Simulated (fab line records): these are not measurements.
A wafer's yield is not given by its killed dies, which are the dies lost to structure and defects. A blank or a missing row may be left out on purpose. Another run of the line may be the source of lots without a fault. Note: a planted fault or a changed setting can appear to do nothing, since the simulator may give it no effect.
A struck lot beside a sound one -- flow gf180mcu -- 17 out of 602 route steps
Sound: these wafers, L408.2, L408.3, L408.5. Struck: wafers L421.1, L421.4, L421.5. The cause comes at the end.
For every step that has rows: the tool of each side, followed by ch and its chambers, followed by its first start. Under that, the readings that differ: sound wafers -- struck wafers -- difference of the means -- sigmas: that difference in standard deviations of wafers without a fault.
alike: words and numbers the same on both sides, and readings whose means are apart by under 2 such deviations; not compared: readings that were withheld, readings missing a value for some wafer, numbers with overlapping values and no deviation given by the record, and bounds like >300 which may hide the same value.
A row with sigmas, a row that says differs or no value, or rows on one side alone: a step with any of these is where the two part. When numbers do not overlap yet have no deviation, they are printed without sigmas and do not part them. A reading that every wafer of one side lacks parts them only if that side has two wafers or more.

first, 4 steps without rows for these wafers: GF_M4_SOFTBAKE_10 (time 60 s); GF_M4_EXPOSE_11 (exposes mask Metal4, target cd 280 nm); GF_M4_PEB_12 (peb time 90 s); GF_M4_DEVELOP_13 (develop time 60 s).
GF_M4_CD_MEAS_14: target cd 280 nm.
  struck on cd_sem-02, day 30 11:56; sound on cd_sem-02, day 26 11:37
reading,sound,struck,difference,sigmas
cd_nm (nm),278.8 279.2 278.9,281.3 281.1 282.7,+2.7,+2
GF_M4_OVL_MEAS_15:
  struck on overlay-02, day 30 12:03; sound on overlay-01, day 26 11:44
  alike: M4_OVL
GF_M4_METAL_ETCH_16: etches the open film in Cl2/BCl3, stops on SiO2, target depth 627.5 nm, time 104.6 s.
  sound on rie_metal-03 ch 0,1, day 26 11:46; struck on rie_metal-04 ch 0,1, day 30 12:05
  alike: drypump_motor_current_A, oes_product_au, rf_fwd_power_W, throttle_valve_pct
  not compared: rf_hours_counter_h
GF_M4_STRIP_17: strips in O2/N2.
  sound on plasma_asher-03 ch 0,1, day 26 11:52; struck on plasma_asher-02 ch 0,1, day 30 12:12
  alike: drypump_motor_current_A, heater_power_w, oes_product_au, strip_time_to_endpoint_s
  not compared: rf_hours_counter_h
then, 3 steps without rows for these wafers: GF_M4_STRIP_18 (strips in post etch residue remover, time 1200 s); GF_M4_CLEAN_19 (cleans in DIW); GF_V4_CVD_00 (deposits SiO2, target thk 600 nm, time 100 s).
GF_V4_THK_MEAS_01:
  struck on film_metro-01, day 30 12:49; sound on film_metro-04, day 26 12:35
reading,sound,struck,difference,sigmas
V4_CVD_00_THK (nm),596 589 594,609 602 609,+14,+2
GF_V4_CVD_02: deposits SiO2 from TEOS, target thk 850 nm, time 94.851 s.
  sound on pecvd-03 ch 0,1,2, day 26 12:38; struck on pecvd-03 ch 1,2, day 30 12:52
reading,sound,struck,difference,sigmas
rf_fwd_power_W (W),600.6 596.6 596.2,502.6 504.5 503.6,-94.2,-47
model.SiO2_of_V4_CVD_02.thk_nm (nm),847.4 842.5 865.4,801.6 806.9 821.1,-41.9,
  alike: heater_power_w
GF_V4_THK_MEAS_03:
  struck on film_metro-03, day 30 12:56; sound on film_metro-01, day 26 12:43
reading,sound,struck,difference,sigmas
V4_CVD_02_THK (nm),846 843 866,801 807 820,-42,-4
GF_V4_CMP_04: polishes SiO2.
  sound on cmp-01 ch 0,2,3, day 26 12:49; struck on cmp-01 ch 0,1, day 30 13:00
reading,sound,struck,difference,sigmas
time_to_endpoint_s (s),78 70 79,58 60 67,-14,-2
  alike: motor_current_A, retaining_ring_pressure_frac
GF_V4_BOW_MEAS_05:
  struck on film_metro-01, day 30 13:18; sound on film_metro-01, day 26 13:05
  alike: V4_BOW
then, 1 step without rows for these wafers: GF_PASSIVATION_PROBE_99.

WHERE THEY PART
First at GF_M4_CD_MEAS_14; last, within this record, at GF_V4_CMP_04. Later steps at which nothing parts them and some readings are alike: GF_V4_BOW_MEAS_05.

WHY: what had been put in by the simulator
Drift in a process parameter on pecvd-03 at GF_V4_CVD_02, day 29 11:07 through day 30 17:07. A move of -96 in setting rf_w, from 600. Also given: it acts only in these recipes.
